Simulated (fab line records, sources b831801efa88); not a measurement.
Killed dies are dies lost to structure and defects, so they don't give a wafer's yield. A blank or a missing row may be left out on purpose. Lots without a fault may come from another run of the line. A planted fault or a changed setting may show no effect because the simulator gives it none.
Problem report in the 8D (eight disciplines) form, filled by code | flow sky130 | the parts of the form that need people (team, actions taken, sign-off) are left out

1. THE PROBLEM
overpolish_run_s at SKY_FIELD_ISO_CMP_27 reads a mean of 11.683 s on 2 wafers of 2 lots; wafers without a fault read 16.001 s with a standard deviation of 0.0083. That is -99 or more standard deviations from the usual mean.
The step: polishes, stops on Si3N4, t overpolish 16 s, target thk 457.8 nm.
First seen on wafer L169.2, day 5 14:55, on cmp-02. The record holds 42 wafers of 14 lots with a number at this step. Rule for "out", or "out of limits": more than 4 standard deviations from the usual mean. The other wafers with a number count as sound.

2. WHAT IT IS AND WHAT IT IS NOT
question                    | is               | is not
which readings at this step | overpolish_run_s | motor_current_A, time_to_endpoint_s
which lots                  | L169, L170       | L154, L155, L156, L157, L158, L159, L160, L161, L162, L171, L175, L176
which wafers of those lots  | L169.2, L170.1   | L169.3, L169.4, L170.3, L170.4
read on which tools         | cmp-02           | cmp-01
when                        | from day 5 14:55 | up to then (29 sound wafers); but 11 sound wafers of L170, L171, L175, L176 came after

3. SUSPECTS, AND WHAT RULES EACH OUT
Counting: a tool at a process step up to the reading stays a suspect if it ran every lot that is out. Sound lots after the first of them don't rule it out here, since some wafers of a struck lot are sound.
- cmp-02 at SKY_FIELD_ISO_CMP_27 (polishes, stops on Si3N4, t overpolish 16 s, target thk 457.8 nm): kept. It ran every lot that is out, first L169 (day 5 14:55); its last sound lot up to then is L162 (day 4 08:42). Its own readings are out on those wafers: overpolish_run_s.
- Within cmp-02 at SKY_FIELD_ISO_CMP_27: the wafers that are out ran in chamber 2; their sound lot-mates ran in chambers 0, 3.
Left after counting: cmp-02 at SKY_FIELD_ISO_CMP_27.

4. THE CAUSE (what the simulator had put in)
Process parameter drift: cmp-02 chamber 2, from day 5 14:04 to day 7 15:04, at SKY_FIELD_ISO_CMP_27. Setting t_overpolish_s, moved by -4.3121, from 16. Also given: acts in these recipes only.
Counting left only this tool.

5. THE CHAIN OF EFFECTS, in route order
Each row: a reading whose mean over the struck wafers that have a number lies more than 3 standard deviations from the usual. Only readings for which the record gives a usual standard deviation are gone through. hours: the time from each lot's start at the first step in this table that gives one to its start at this step, as a median over the lots. sigmas: the change in usual standard deviations.
hours | step                  | reading            | usual    | on struck wafers | change | sigmas
0     | SKY_FIELD_ISO_CMP_27  | overpolish_run_s   | 16.001 s | 11.683           | -4.319 | -99 or more
1069  | SKY_PAD_OPEN_PROBE_99 | killed_at_M0_to_M3 | 43       | 67               | +24    | +3.2
The process steps in it:
- SKY_FIELD_ISO_CMP_27: polishes, stops on Si3N4, t overpolish 16 s, target thk 457.8 nm.
- SKY_PAD_OPEN_PROBE_99
Later measuring or inspecting steps at which every struck wafer that the step has a row for has a number for every such reading, and none has moved that far: SKY_VT_ADJUST_HVTP_TW_MEAS_11, SKY_VT_ADJUST_LVTN_OVL_MEAS_18, SKY_VT_ADJUST_PCH_OVL_MEAS_07.

6. WHAT WOULD HAVE CAUGHT IT SOONER
In this record the first reading out of limits was taken at day 5 14:55, 1 hour after the fault began at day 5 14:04.
